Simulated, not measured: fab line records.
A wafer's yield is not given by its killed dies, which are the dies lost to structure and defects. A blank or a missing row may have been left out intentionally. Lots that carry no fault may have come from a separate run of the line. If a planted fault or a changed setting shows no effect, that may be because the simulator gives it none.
Matching of chambers | flow sky130 | SKY_VIA1_ETCH_14 on rie-diel-01: 4 sister chambers
The step etches BARC in N2/H2, stops on SiO2, time 45.9 s, target depth 60 nm. 8 wafers are shown with their chamber, then 9 later ones without.

## EACH WAFER AND ITS CHAMBER
wafer  | chamber | drypump-motor-current-A (A) | h2-flow-sccm (sccm)
L113.5 | 3       | 4.9                         | 200.7
L118.1 | 2       | 5.4                         | 200.3
L119.3 | 3       | 4.9                         | 199.6
L119.5 | 2       | 5.5                         | 199.7
L119.6 | 1       | 6.1                         | 200.3
L122.2 | 0       | 5.8                         | 200.6
L122.3 | 1       | 6.1                         | 200.3
L122.6 | 0       | 5.8                         | 201.3

## WAFERS WITHOUT THEIR CHAMBER
wafer  | drypump-motor-current-A (A) | h2-flow-sccm (sccm)
L123.2 | 6.2                         | 199.9
L123.3 | 5.8                         | 200.5
L123.5 | 5.0                         | 199.8
L130.2 | 6.1                         | 200.5
L130.4 | 5.5                         | 198.7
L130.6 | 4.9                         | 199.8
L132.3 | 6.1                         | 199.7
L132.4 | 5.4                         | 199.6
L132.5 | 6.1                         | 199.9

## CHAMBER TAKEN BY EACH
wafer  | from the rows above | in truth
L123.2 | 1                   | 1
L123.3 | 0                   | 0
L123.5 | 3                   | 3
L130.2 | 1                   | 1
L130.4 | 2                   | 2
L130.6 | 3                   | 3
L132.3 | 1                   | 1
L132.4 | 2                   | 2
L132.5 | 1                   | 1
Correct placement for 9 of the 9. Left unplaced by these rows: 0. Placed wrongly: 0.
How it was worked out, from the rows above alone: a wafer's distance from a chamber is the root of the sum, over the readings, of the square of ((its reading less the chamber's mean) divided by the reading's scatter). The wafer belongs to the nearest chamber; if the next one is less than 2 further off, it can't be placed. A chamber's mean is the mean of its shown wafers. The scatter: take each reading less its chamber's mean, square it, sum over the shown wafers, divide by the number of wafers less the number of chambers, and take the root.
